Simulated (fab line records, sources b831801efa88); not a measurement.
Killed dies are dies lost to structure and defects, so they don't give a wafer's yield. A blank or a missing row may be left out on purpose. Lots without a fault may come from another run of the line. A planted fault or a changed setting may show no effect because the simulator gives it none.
A struck lot beside a sound one | flow sky130 | 32 steps out of a route of 708
Sound: wafers L719.2, L719.5, L719.6. Struck: wafers L724.1, L724.4, L724.6. The cause comes at the end.
At each step with rows: each side's tool, then ch and its chambers, then its first start. Under that, the readings that differ: sound wafers | struck wafers | difference of the means | sigmas: that difference in standard deviations of wafers without a fault.
alike: readings whose means differ by less than 2 such deviations, and words and numbers that are the same on both sides. not compared: withheld readings, readings that some wafer has no value for, bounds like >300 that may hide the same value, and numbers for which the record gives no deviation and whose values overlap.
The two part at a step that has a row with sigmas, a row that says differs or no value, or rows on one side only. Numbers that don't overlap but have no deviation are shown without sigmas and don't part them. A reading that every wafer of one side lacks parts them only if that side has two wafers or more.

SKY_CAP2M_THK_MEAS_01:
  sound on film_metro-02, day 42 10:53; struck on film_metro-02, day 43 16:04
  alike: CAP2M_CVD_00_THK
SKY_CAP2M_SPUTTER_02: material TiN, target thk 200 nm, time 162.6 s.
  sound on pvd_sputter-04, day 42 10:56; struck on pvd_sputter-02, day 43 16:08
  alike: throttle_valve_pct
SKY_CAP2M_RS_MEAS_03: measures by four-point-probe.
  sound on film_metro-03, day 42 11:04; struck on film_metro-03, day 43 16:14
  alike: CAP2M_TIN_RS
SKY_CAP2M_THK_MEAS_04: measures by xrf.
  sound on film_metro-03, day 42 11:11; struck on film_metro-03, day 43 16:21
  alike: CAP2M_TIN_THK
then, 7 steps without rows for these wafers: SKY_CAP2M_DEHYDRATE_05 (time 60 s); SKY_CAP2M_HMDS_06 (prime time 60 s); SKY_CAP2M_COAT_07 (resist thk 1140 nm); SKY_CAP2M_SOFTBAKE_08 (time 60 s); SKY_CAP2M_EXPOSE_09 (exposes mask CAP2M, target cd 1000 nm); SKY_CAP2M_PEB_10; SKY_CAP2M_DEVELOP_11 (develop time 60 s).
SKY_CAP2M_OVL_MEAS_12:
  sound on overlay-02, day 43 10:37; struck on overlay-02, day 44 14:20
  alike: CAP2M_OVL
SKY_CAP2M_METAL_ETCH_13: etches TiN in Cl2/BCl3, stops on SiO2, target depth 220 nm, time 62.9 s.
  sound on rie_metal-03 ch 0,1, day 43 10:39; struck on rie_metal-01 ch 1, day 44 14:22
  reading                                | sound             | struck            | difference | sigmas
  bcl3_flow_sccm (sccm)                  | 29.86 29.78 29.90 | 30.05 30.08 30.09 | +0.23      | +2
  bias_w (W)                             | 48.30 48.47 48.40 | 53.38 53.16 53.25 | +4.87      | +32
  model.SiO2_of_CAP2M_CVD_00.thk_nm (nm) | 15.67 15.98 15.65 | 14.16 14.7 14.57  | -1.29      |
  alike: drypump_motor_current_A, mfc_cl2_sccm, oes_product_au, throttle_valve_pct
  not compared: rf_hours_counter_h
SKY_CAP2M_STRIP_14: strips in O2/N2.
  sound on plasma_asher-04 ch 0,1, day 43 10:43; struck on plasma_asher-02 ch 0,1, day 44 14:31
  reading                      | sound             | struck            | difference | sigmas
  strip_time_to_endpoint_s (s) | 12.69 12.70 12.74 | 12.56 12.58 12.55 | -0.15      | -3
  alike: drypump_motor_current_A, o2_flow_sccm, oes_product_au
  not compared: rf_hours_counter_h
then, 11 steps without rows for these wafers: SKY_CAP2M_STRIP_15 (strips in post etch residue remover, time 1200 s); SKY_CAP2M_CLEAN_16 (cleans in IPA, time 180 s); SKY_CAP2M_CLEAN_17 (cleans in O3/DIW); SKY_METAL4_DEHYDRATE_05 (time 60 s); SKY_METAL4_HMDS_06 (prime time 60 s); SKY_METAL4_COAT_07 (resist thk 60 nm); SKY_METAL4_COAT_08 (resist thk 1140 nm); SKY_METAL4_SOFTBAKE_09 (time 90 s); SKY_METAL4_EXPOSE_10 (exposes mask MM4, target cd 300 nm); SKY_METAL4_PEB_11; SKY_METAL4_DEVELOP_12 (develop time 57.7 s).
SKY_METAL4_CD_MEAS_13: target cd 300 nm.
  sound on cd_sem-01, day 44 10:07; struck on cd_sem-01, day 45 12:22
  alike: cd_nm
SKY_METAL4_OVL_MEAS_14:
  sound on overlay-01, day 44 10:13; struck on overlay-01, day 45 12:29
  alike: METAL4_OVL
SKY_METAL4_DESCUM_15: chemistry O2, time 8 s.
  sound on rie_metal-03 ch 0,1, day 44 10:15; struck on rie_metal-01 ch 0,1, day 45 12:31
  alike: drypump_motor_current_A, oes_product_au, temp_c
  not compared: rf_hours_counter_h
SKY_METAL4_ETCH_16: etches BARC in N2/H2, stops on SiO2, time 88.2 s, target depth 60 nm.
  sound on rie_metal-03 ch 0,1, day 44 10:17; struck on rie_metal-01 ch 0,1, day 45 12:33
  alike: bias_w, drypump_motor_current_A, oes_product_au, throttle_valve_pct
  not compared: rf_hours_counter_h
SKY_METAL4_ETCH_17: etches SiO2 in C4F8/O2/Ar, stops on TiN, time 3.9 s, target depth 15 nm.
  sound on rie_diel-02 ch 1,2, day 44 10:23; struck on rie_diel-03 ch 0,1, day 45 12:39
  reading                  | sound             | struck            | difference | sigmas
  oes_product_au (a.u.)    | 0.762 0.757 0.755 | 0.723 0.736 0.725 | -0.030     | -4
  model.etch.depth_nm (nm) | 15.67 15.98 15.65 | 14.16 14.7 14.57  | -1.29      |
  alike: bias_w
  not compared: rf_hours_counter_h
SKY_METAL4_METAL_ETCH_18: etches the open film in Cl2/BCl3, stops on SiO2, target depth 845 nm, time 183.1 s.
  sound on rie_metal-01 ch 1, day 44 10:28; struck on rie_metal-03 ch 1, day 45 12:40
  alike: bcl3_flow_sccm, bias_w, drypump_motor_current_A, mfc_cl2_sccm, oes_product_au, throttle_valve_pct
  not compared: rf_hours_counter_h
-- the record jumps here: 4 days lie between the struck wafers' starts before and after (it left off in module METAL4 and takes up again in module PAD_OPEN, whose first step shown is number 708 of the route) --
SKY_PAD_OPEN_PROBE_99:
  the record has rows for the struck wafers here (prober-01, day 49 02:43) and none for the sound ones

WHERE THEY PART
First at SKY_CAP2M_METAL_ETCH_13; last, within this record, at SKY_PAD_OPEN_PROBE_99.

WHY: what the simulator had put in
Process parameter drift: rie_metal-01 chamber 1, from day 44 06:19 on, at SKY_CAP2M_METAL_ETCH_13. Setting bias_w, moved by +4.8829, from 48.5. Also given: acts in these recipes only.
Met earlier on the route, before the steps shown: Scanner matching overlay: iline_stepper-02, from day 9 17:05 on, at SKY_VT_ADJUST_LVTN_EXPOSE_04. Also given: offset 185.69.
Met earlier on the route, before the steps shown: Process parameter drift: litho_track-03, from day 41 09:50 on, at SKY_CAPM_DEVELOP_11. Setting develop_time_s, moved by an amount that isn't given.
